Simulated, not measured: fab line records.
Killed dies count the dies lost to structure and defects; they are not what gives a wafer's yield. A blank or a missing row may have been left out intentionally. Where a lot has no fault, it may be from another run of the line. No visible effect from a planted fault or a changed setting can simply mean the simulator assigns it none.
What tool caused it? | flow gf180mcu | 7 lots, 20 wafers sampled, at 1 step of a route of 602

== WHAT EACH GAUGE READ, for each wafer ==
GF_M1_OVL_MEAS_15.
lot  | measured     | on         | M1_OVL (nm)
L832 | day 17 19:08 | overlay-02 | -4 -1 -1
L835 | day 18 11:33 | overlay-01 | 3 8 -3
L836 | day 19 04:05 | overlay-02 | 1 -4 -7
L838 | day 20 06:33 | overlay-01 | -3 -9 -10
L840 | day 20 21:26 | overlay-02 | -11 -6 1
L842 | day 21 16:23 | overlay-02 | 11 8 2
L845 | day 23 00:17 | overlay-02 | -3 -12

== WHICH TOOL RAN EACH LOT (tool, then ch and the chambers of the sampled wafers, then the start) ==
No process step before these readings appears in the record.

== THE ANSWER, worked out from the rows above alone ==
Rule: the lots themselves supply what counts as usual. The widest of any qualifying gaps counts: lots, ordered by their means at a reading, are off when they make up no more than a third of the lots, leave a main group of 4 or more, and stand apart from it by 3 or more times the standard deviation of that group's means. A main group whose means are all the same, to the digits that the tables above print for the reading, isn't used. A lot without any number at a reading at which 4 lots or more have one is off too. Any other lot the step has rows for is counted as sound.
No lot is off at any reading shown: from this, nothing can be told.

== WHAT WAS PUT IN BY THE SIMULATOR ==
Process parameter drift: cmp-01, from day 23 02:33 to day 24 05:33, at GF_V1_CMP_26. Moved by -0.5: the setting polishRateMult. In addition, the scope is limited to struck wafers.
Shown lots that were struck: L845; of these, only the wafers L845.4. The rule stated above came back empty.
